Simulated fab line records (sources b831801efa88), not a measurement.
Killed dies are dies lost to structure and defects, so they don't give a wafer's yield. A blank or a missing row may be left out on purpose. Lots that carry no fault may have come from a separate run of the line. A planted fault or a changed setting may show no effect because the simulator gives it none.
Which tool was responsible? / flow gf180mcu / Sampling: 24 lots, 72 wafers, 6 of 602 route steps

WHAT EACH GAUGE READ, for each wafer
GF_STI_BOW_MEAS_00.
lot=L074; measured=day 1 10:01; on=film metro-03; INCOMING_BOW (um)=-3 2 -14
lot=L075; measured=day 1 15:00; on=film metro-03; INCOMING_BOW (um)=2 -2 -2
lot=L076; measured=day 1 20:00; on=film metro-02; INCOMING_BOW (um)=10 -6 0
lot=L077; measured=day 2 01:00; on=film metro-01; INCOMING_BOW (um)=-2 0 -3
lot=L078; measured=day 2 06:01; on=film metro-02; INCOMING_BOW (um)=5 -11 -4
lot=L079; measured=day 2 11:01; on=film metro-02; INCOMING_BOW (um)=6 -4 -3
lot=L080; measured=day 2 16:00; on=film metro-03; INCOMING_BOW (um)=9 14 -1
lot=L081; measured=day 2 21:02; on=film metro-01; INCOMING_BOW (um)=-2 -3 -3
lot=L082; measured=day 3 02:00; on=film metro-02; INCOMING_BOW (um)=7 12 -11
lot=L083; measured=day 3 07:02; on=film metro-02; INCOMING_BOW (um)=8 -1 0
lot=L084; measured=day 3 12:01; on=film metro-02; INCOMING_BOW (um)=-7 8 -10
lot=L085; measured=day 3 17:01; on=film metro-02; INCOMING_BOW (um)=2 4 -1
lot=L086; measured=day 3 22:02; on=film metro-03; INCOMING_BOW (um)=9 4 0
lot=L087; measured=day 4 03:00; on=film metro-01; INCOMING_BOW (um)=0 -4 -7
lot=L088; measured=day 4 08:01; on=film metro-02; INCOMING_BOW (um)=-1 3 -7
lot=L089; measured=day 4 13:00; on=film metro-01; INCOMING_BOW (um)=0 -7 6
lot=L090; measured=day 4 18:00; on=film metro-01; INCOMING_BOW (um)=1 13 -4
lot=L091; measured=day 4 23:00; on=film metro-02; INCOMING_BOW (um)=1 4 7
lot=L092; measured=day 5 04:01; on=film metro-01; INCOMING_BOW (um)=-2 10 3
lot=L093; measured=day 5 09:00; on=film metro-03; INCOMING_BOW (um)=8 -2 0
lot=L094; measured=day 5 14:01; on=film metro-02; INCOMING_BOW (um)=1 -13 -2
lot=L095; measured=day 5 19:01; on=film metro-01; INCOMING_BOW (um)=7 -4 -5
lot=L096; measured=day 6 00:02; on=film metro-02; INCOMING_BOW (um)=-2 11 1
lot=L097; measured=day 6 05:01; on=film metro-01; INCOMING_BOW (um)=4 0 10

GF_NWELL_OVL_MEAS_07.
lot=L074; measured=day 3 06:34; on=overlay-01; NWELL_OVL (nm)=1.3 2.1 2.3
lot=L075; measured=day 3 14:29; on=overlay-01; NWELL_OVL (nm)=-0.7 -1.4 -1.5
lot=L076; measured=day 3 18:34; on=overlay-01; NWELL_OVL (nm)=-0.5 -0.8 -0.9
lot=L077; measured=day 3 22:46; on=overlay-01; NWELL_OVL (nm)=0.0 -0.4 -1.1
lot=L078; measured=day 4 05:34; on=overlay-01; NWELL_OVL (nm)=0.6 0.2 0.8
lot=L079; measured=day 4 10:46; on=overlay-02; NWELL_OVL (nm)=0.6 -0.7 -1.2
lot=L080; measured=day 4 15:01; on=overlay-01; NWELL_OVL (nm)=-0.7 -1.8 -1.1
lot=L081; measured=day 5 00:46; on=overlay-02; NWELL_OVL (nm)=1.2 0.0 1.3
lot=L082; measured=day 5 02:25; on=overlay-02; NWELL_OVL (nm)=0.3 -0.8 0.5
lot=L083; measured=day 5 07:25; on=overlay-02; NWELL_OVL (nm)=2.1 3.5 1.6
lot=L084; measured=day 5 13:16; on=overlay-02; NWELL_OVL (nm)=-0.7 0.4 0.5
lot=L085; measured=day 5 20:10; on=overlay-01; NWELL_OVL (nm)=0.0 1.2 1.1
lot=L086; measured=day 5 23:15; on=overlay-02; NWELL_OVL (nm)=-1.1 -1.0 -1.8
lot=L087; measured=day 6 06:58; on=overlay-01; NWELL_OVL (nm)=2.1 0.7 1.0
lot=L088; measured=day 6 11:43; on=overlay-01; NWELL_OVL (nm)=-2.4 -3.1 -3.6
lot=L089; measured=day 6 16:52; on=overlay-02; NWELL_OVL (nm)=0.6 0.1 0.3
lot=L090; measured=day 6 22:51; on=overlay-02; NWELL_OVL (nm)=-1.6 -1.5 -1.8
lot=L091; measured=day 7 04:46; on=overlay-01; NWELL_OVL (nm)=1.5 0.1 0.5
lot=L092; measured=day 7 09:39; on=overlay-02; NWELL_OVL (nm)=-0.9 0.0 -0.2
lot=L093; measured=day 7 16:37; on=overlay-02; NWELL_OVL (nm)=-0.8 0.6 -0.4
lot=L094; measured=day 7 21:25; on=overlay-01; NWELL_OVL (nm)=-1.9 -1.5 -0.9
lot=L095; measured=day 8 01:25; on=overlay-01; NWELL_OVL (nm)=1.9 2.2 1.6
lot=L096; measured=day 8 07:28; on=overlay-01; NWELL_OVL (nm)=1.8 3.0 2.5
lot=L097; measured=day 8 15:13; on=overlay-02; NWELL_OVL (nm)=1.0 -0.4 0.9

GF_VT_IMPLANT_TW_MEAS_32.
lot=L074; measured=day 6 19:26; on=film metro-02; VT_IMPLANT_3_TW=266 267 268
lot=L075; measured=day 7 03:43; on=film metro-04; VT_IMPLANT_3_TW=274 275 275
lot=L076; measured=day 7 10:14; on=film metro-01; VT_IMPLANT_3_TW=273 271 274
lot=L077; measured=day 7 16:17; on=film metro-01; VT_IMPLANT_3_TW=270 272 273
lot=L078; measured=day 8 01:00; on=film metro-01; VT_IMPLANT_3_TW=269 269 270
lot=L079; measured=day 8 05:38; on=film metro-01; VT_IMPLANT_3_TW=269 270 269
lot=L080; measured=day 8 11:35; on=film metro-01; VT_IMPLANT_3_TW=269 269 270
lot=L081; measured=day 8 22:06; on=film metro-04; VT_IMPLANT_3_TW=275 275 275
lot=L082; measured=day 9 02:11; on=film metro-02; VT_IMPLANT_3_TW=262 263 263
lot=L083; measured=day 9 05:55; on=film metro-04; VT_IMPLANT_3_TW=274 274 274
lot=L084; measured=day 9 12:24; on=film metro-01; VT_IMPLANT_3_TW=273 272 272
lot=L085; measured=day 9 22:08; on=film metro-04; VT_IMPLANT_3_TW=276 274 273
lot=L086; measured=day 10 02:31; on=film metro-04; VT_IMPLANT_3_TW=275 274 276
lot=L087; measured=day 10 09:02; on=film metro-04; VT_IMPLANT_3_TW=276 274 274
lot=L088; measured=day 10 16:00; on=film metro-02; VT_IMPLANT_3_TW=267 267 265
lot=L089; measured=day 10 21:47; on=film metro-01; VT_IMPLANT_3_TW=270 271 270
lot=L090; measured=day 11 06:44; on=film metro-04; VT_IMPLANT_3_TW=274 272 274
lot=L091; measured=day 11 11:14; on=film metro-04; VT_IMPLANT_3_TW=274 273 276
lot=L092; measured=day 11 18:18; on=film metro-04; VT_IMPLANT_3_TW=275 276 275
lot=L093; measured=day 12 02:26; on=film metro-01; VT_IMPLANT_3_TW=270 268 270
lot=L094; measured=day 12 08:54; on=film metro-02; VT_IMPLANT_3_TW=265 264 266
lot=L095; measured=day 12 12:11; on=film metro-04; VT_IMPLANT_3_TW=273 273 272
lot=L096; measured=day 12 21:21; on=film metro-04; VT_IMPLANT_3_TW=273 272 274
lot=L097; measured=day 13 05:39; on=film metro-04; VT_IMPLANT_3_TW=273 275 274

GF_DUAL_GATE_THK_MEAS_03.
lot=L074; measured=day 7 13:41; on=film metro-03; DUAL_GATE_OXIDATION_00_THK (nm)=10.72 10.61 10.65
lot=L075; measured=day 7 21:46; on=film metro-01; DUAL_GATE_OXIDATION_00_THK (nm)=10.71 10.94 10.76
lot=L076; measured=day 8 05:03; on=film metro-02; DUAL_GATE_OXIDATION_00_THK (nm)=10.94 10.80 10.86
lot=L077; measured=day 8 11:06; on=film metro-01; DUAL_GATE_OXIDATION_00_THK (nm)=10.54 10.54 10.51
lot=L078; measured=day 8 20:22; on=film metro-02; DUAL_GATE_OXIDATION_00_THK (nm)=10.73 10.84 10.74
lot=L079; measured=day 9 06:26; on=film metro-02; DUAL_GATE_OXIDATION_00_THK (nm)=10.79 10.82 10.93
lot=L080; measured=day 9 14:28; on=film metro-01; DUAL_GATE_OXIDATION_00_THK (nm)=10.41 10.57 10.60
lot=L081; measured=day 9 20:27; on=film metro-01; DUAL_GATE_OXIDATION_00_THK (nm)=10.65 10.77 10.76
lot=L082; measured=day 9 23:07; on=film metro-02; DUAL_GATE_OXIDATION_00_THK (nm)=10.79 10.69 10.84
lot=L083; measured=day 10 02:09; on=film metro-01; DUAL_GATE_OXIDATION_00_THK (nm)=10.98 10.84 10.83
lot=L084; measured=day 10 07:56; on=film metro-01; DUAL_GATE_OXIDATION_00_THK (nm)=11.40 11.38 11.05
lot=L085; measured=day 10 18:32; on=film metro-01; DUAL_GATE_OXIDATION_00_THK (nm)=10.89 10.75 10.88
lot=L086; measured=day 10 23:47; on=film metro-03; DUAL_GATE_OXIDATION_00_THK (nm)=10.94 10.81 10.77
lot=L087; measured=day 11 05:55; on=film metro-03; DUAL_GATE_OXIDATION_00_THK (nm)=10.84 10.88 10.71
lot=L088; measured=day 11 12:41; on=film metro-03; DUAL_GATE_OXIDATION_00_THK (nm)=10.71 10.78 11.03
lot=L089; measured=day 11 19:01; on=film metro-01; DUAL_GATE_OXIDATION_00_THK (nm)=10.59 10.56 10.53
lot=L090; measured=day 12 03:59; on=film metro-02; DUAL_GATE_OXIDATION_00_THK (nm)=10.91 10.84 10.92
lot=L091; measured=day 12 08:13; on=film metro-02; DUAL_GATE_OXIDATION_00_THK (nm)=10.59 10.72 10.85
lot=L092; measured=day 12 15:51; on=film metro-01; DUAL_GATE_OXIDATION_00_THK (nm)=10.92 10.77 10.77
lot=L093; measured=day 13 00:49; on=film metro-02; DUAL_GATE_OXIDATION_00_THK (nm)=11.09 11.04 10.95
lot=L094; measured=day 13 07:57; on=film metro-03; DUAL_GATE_OXIDATION_00_THK (nm)=10.95 10.77 10.88
lot=L095; measured=day 13 10:47; on=film metro-02; DUAL_GATE_OXIDATION_00_THK (nm)=10.64 10.76 11.12
lot=L096; measured=day 13 19:56; on=film metro-01; DUAL_GATE_OXIDATION_00_THK (nm)=10.73 10.69 10.63
lot=L097; measured=day 14 04:40; on=film metro-01; DUAL_GATE_OXIDATION_00_THK (nm)=10.75 10.73 10.69

GF_POLY_GATE_THK_MEAS_01.
lot=L074; measured=day 8 08:44; on=film metro-01; POLY_GATE_CVD_00_THK (nm)=199.3 199.7 199.0
lot=L075; measured=day 8 16:52; on=film metro-01; POLY_GATE_CVD_00_THK (nm)=201.1 202.3 201.3
lot=L076; measured=day 9 01:04; on=film metro-03; POLY_GATE_CVD_00_THK (nm)=203.8 205.1 204.3
lot=L077; measured=day 9 11:32; on=film metro-03; POLY_GATE_CVD_00_THK (nm)=200.1 198.2 200.1
lot=L078; measured=day 9 21:01; on=film metro-04; POLY_GATE_CVD_00_THK (nm)=202.8 203.7 201.6
lot=L079; measured=day 10 03:20; on=film metro-04; POLY_GATE_CVD_00_THK (nm)=198.7 198.0 198.9
lot=L080; measured=day 10 10:39; on=film metro-04; POLY_GATE_CVD_00_THK (nm)=198.1 196.7 197.8
lot=L081; measured=day 10 17:11; on=film metro-03; POLY_GATE_CVD_00_THK (nm)=203.0 201.2 202.6
lot=L082; measured=day 10 20:29; on=film metro-01; POLY_GATE_CVD_00_THK (nm)=200.1 201.1 201.8
lot=L083; measured=day 10 23:28; on=film metro-03; POLY_GATE_CVD_00_THK (nm)=196.3 197.2 198.2
lot=L084; measured=day 11 04:47; on=film metro-01; POLY_GATE_CVD_00_THK (nm)=198.3 197.4 199.2
lot=L085; measured=day 11 15:50; on=film metro-01; POLY_GATE_CVD_00_THK (nm)=201.6 201.7 201.0
lot=L086; measured=day 11 22:38; on=film metro-01; POLY_GATE_CVD_00_THK (nm)=199.3 198.3 199.7
lot=L087; measured=day 12 04:32; on=film metro-01; POLY_GATE_CVD_00_THK (nm)=199.8 199.1 199.2
lot=L088; measured=day 12 10:30; on=film metro-01; POLY_GATE_CVD_00_THK (nm)=197.7 200.0 198.7
lot=L089; measured=day 12 17:49; on=film metro-01; POLY_GATE_CVD_00_THK (nm)=198.0 199.1 199.1
lot=L090; measured=day 13 02:40; on=film metro-04; POLY_GATE_CVD_00_THK (nm)=200.5 201.5 201.2
lot=L091; measured=day 13 08:32; on=film metro-01; POLY_GATE_CVD_00_THK (nm)=197.8 197.0 198.8
lot=L092; measured=day 13 14:51; on=film metro-01; POLY_GATE_CVD_00_THK (nm)=201.3 201.4 199.5
lot=L093; measured=day 13 23:53; on=film metro-01; POLY_GATE_CVD_00_THK (nm)=197.6 200.3 197.3
lot=L094; measured=day 14 07:33; on=film metro-03; POLY_GATE_CVD_00_THK (nm)=198.0 199.2 198.7
lot=L095; measured=day 14 12:28; on=film metro-01; POLY_GATE_CVD_00_THK (nm)=201.6 203.0 201.6
lot=L096; measured=day 14 19:10; on=film metro-03; POLY_GATE_CVD_00_THK (nm)=197.9 199.4 199.3
lot=L097; measured=day 15 04:35; on=film metro-01; POLY_GATE_CVD_00_THK (nm)=200.0 198.3 197.9

WHAT TOOL EACH LOT RAN ON (gives the tool, then ch and the chambers of the sampled wafers, and finally the start)
lot=L074; GF_VT_IMPLANT_STRIP_31=plasma asher-01 ch 0,1, day 6 19:20
lot=L075; GF_VT_IMPLANT_STRIP_31=plasma asher-03 ch 0,1, day 7 03:37
lot=L076; GF_VT_IMPLANT_STRIP_31=plasma asher-01 ch 0,1, day 7 10:08
lot=L077; GF_VT_IMPLANT_STRIP_31=plasma asher-03 ch 0,1, day 7 16:11
lot=L078; GF_VT_IMPLANT_STRIP_31=plasma asher-01 ch 0,1, day 8 00:53
lot=L079; GF_VT_IMPLANT_STRIP_31=plasma asher-03 ch 1, day 8 05:32
lot=L080; GF_VT_IMPLANT_STRIP_31=plasma asher-03 ch 0,1, day 8 11:29
lot=L081; GF_VT_IMPLANT_STRIP_31=plasma asher-03 ch 0,1, day 8 22:01
lot=L082; GF_VT_IMPLANT_STRIP_31=plasma asher-01 ch 0,1, day 9 02:05
lot=L083; GF_VT_IMPLANT_STRIP_31=plasma asher-04 ch 0,1, day 9 05:49
lot=L084; GF_VT_IMPLANT_STRIP_31=plasma asher-03 ch 0,1, day 9 12:17
lot=L085; GF_VT_IMPLANT_STRIP_31=plasma asher-01 ch 0,1, day 9 22:02
lot=L086; GF_VT_IMPLANT_STRIP_31=plasma asher-01 ch 0,1, day 10 02:25
lot=L087; GF_VT_IMPLANT_STRIP_31=plasma asher-04 ch 0,1, day 10 08:56
lot=L088; GF_VT_IMPLANT_STRIP_31=plasma asher-04 ch 0,1, day 10 15:53
lot=L089; GF_VT_IMPLANT_STRIP_31=plasma asher-01 ch 0,1, day 10 21:41
lot=L090; GF_VT_IMPLANT_STRIP_31=plasma asher-04 ch 0,1, day 11 06:38
lot=L091; GF_VT_IMPLANT_STRIP_31=plasma asher-03 ch 0,1, day 11 11:08
lot=L092; GF_VT_IMPLANT_STRIP_31=plasma asher-01 ch 0,1, day 11 18:11
lot=L093; GF_VT_IMPLANT_STRIP_31=plasma asher-04 ch 0,1, day 12 02:20
lot=L094; GF_VT_IMPLANT_STRIP_31=plasma asher-03 ch 0,1, day 12 08:47
lot=L095; GF_VT_IMPLANT_STRIP_31=plasma asher-01 ch 0,1, day 12 12:05
lot=L096; GF_VT_IMPLANT_STRIP_31=plasma asher-04 ch 0,1, day 12 21:16
lot=L097; GF_VT_IMPLANT_STRIP_31=plasma asher-03 ch 0,1, day 13 05:32
- GF_VT_IMPLANT_STRIP_31: strips in O2/N2.

AS READ BY THE TOOLS THEMSELVES (means over the sampled wafers that have a number; for cases with no such wafer, the mark the record gives instead)
GF_VT_IMPLANT_STRIP_31.
lot=L074; tool=plasma asher-01; drypump motor current A (A)=5.7; heater power w (W)=323; oes product au (a.u.)=0.717; strip time to endpoint s (s)=12.66
lot=L075; tool=plasma asher-03; drypump motor current A (A)=5.9; heater power w (W)=359; oes product au (a.u.)=0.714; strip time to endpoint s (s)=12.63
lot=L076; tool=plasma asher-01; drypump motor current A (A)=5.8; heater power w (W)=287; oes product au (a.u.)=0.710; strip time to endpoint s (s)=12.63
lot=L077; tool=plasma asher-03; drypump motor current A (A)=5.9; heater power w (W)=363; oes product au (a.u.)=0.715; strip time to endpoint s (s)=12.66
lot=L078; tool=plasma asher-01; drypump motor current A (A)=5.8; heater power w (W)=321; oes product au (a.u.)=0.712; strip time to endpoint s (s)=12.64
lot=L079; tool=plasma asher-03; drypump motor current A (A)=6.3; heater power w (W)=350; oes product au (a.u.)=0.715; strip time to endpoint s (s)=12.68
lot=L080; tool=plasma asher-03; drypump motor current A (A)=5.9; heater power w (W)=359; oes product au (a.u.)=0.721; strip time to endpoint s (s)=12.68
lot=L081; tool=plasma asher-03; drypump motor current A (A)=5.8; heater power w (W)=358; oes product au (a.u.)=0.717; strip time to endpoint s (s)=12.68
lot=L082; tool=plasma asher-01; drypump motor current A (A)=5.7; heater power w (W)=288; oes product au (a.u.)=0.713; strip time to endpoint s (s)=12.64
lot=L083; tool=plasma asher-04; drypump motor current A (A)=5.6; heater power w (W)=281; oes product au (a.u.)=0.713; strip time to endpoint s (s)=12.63
lot=L084; tool=plasma asher-03; drypump motor current A (A)=5.8; heater power w (W)=359; oes product au (a.u.)=0.722; strip time to endpoint s (s)=12.65
lot=L085; tool=plasma asher-01; drypump motor current A (A)=5.7; heater power w (W)=324; oes product au (a.u.)=0.716; strip time to endpoint s (s)=12.68
lot=L086; tool=plasma asher-01; drypump motor current A (A)=5.8; heater power w (W)=283; oes product au (a.u.)=0.714; strip time to endpoint s (s)=12.69
lot=L087; tool=plasma asher-04; drypump motor current A (A)=5.6; heater power w (W)=282; oes product au (a.u.)=0.711; strip time to endpoint s (s)=12.67
lot=L088; tool=plasma asher-04; drypump motor current A (A)=5.3; heater power w (W)=304; oes product au (a.u.)=0.717; strip time to endpoint s (s)=12.65
lot=L089; tool=plasma asher-01; drypump motor current A (A)=5.7; heater power w (W)=319; oes product au (a.u.)=0.718; strip time to endpoint s (s)=12.59
lot=L090; tool=plasma asher-04; drypump motor current A (A)=5.2; heater power w (W)=300; oes product au (a.u.)=0.724; strip time to endpoint s (s)=12.61
lot=L091; tool=plasma asher-03; drypump motor current A (A)=6.1; heater power w (W)=361; oes product au (a.u.)=0.720; strip time to endpoint s (s)=12.64
lot=L092; tool=plasma asher-01; drypump motor current A (A)=5.7; heater power w (W)=322; oes product au (a.u.)=0.719; strip time to endpoint s (s)=12.58
lot=L093; tool=plasma asher-04; drypump motor current A (A)=5.3; heater power w (W)=301; oes product au (a.u.)=0.715; strip time to endpoint s (s)=12.59
lot=L094; tool=plasma asher-03; drypump motor current A (A)=6.1; heater power w (W)=356; oes product au (a.u.)=0.720; strip time to endpoint s (s)=12.64
lot=L095; tool=plasma asher-01; drypump motor current A (A)=5.8; heater power w (W)=285; oes product au (a.u.)=0.717; strip time to endpoint s (s)=12.61
lot=L096; tool=plasma asher-04; drypump motor current A (A)=5.6; heater power w (W)=280; oes product au (a.u.)=0.714; strip time to endpoint s (s)=12.65
lot=L097; tool=plasma asher-03; drypump motor current A (A)=5.8; heater power w (W)=358; oes product au (a.u.)=0.716; strip time to endpoint s (s)=12.68

THE ANSWER, worked out from the rows above alone
Rule: the usual values come from the lots themselves. Put in order of their means at a reading, lots are off if they are a third of the lots or fewer, leave a main group of 4 or more, and stand apart from it by a gap of 3 or more times the standard deviation of the main group's means; of several such gaps the widest counts. Not used: any main group whose means are identical at the precision the tables above print for the reading. A lot without any number at a reading at which 4 lots or more have one is off too. All remaining lots with rows at the step are treated as sound. Order of review: gauges by route order, followed by the tools' own readings, for which a lot's mean as printed above is used. At the first step where some lot is off, the reading lying furthest off is the one used; lots without a number count as furthest.
Nothing can be told from this: no lot is off at any reading shown.

WHAT WAS PUT IN BY THE SIMULATOR
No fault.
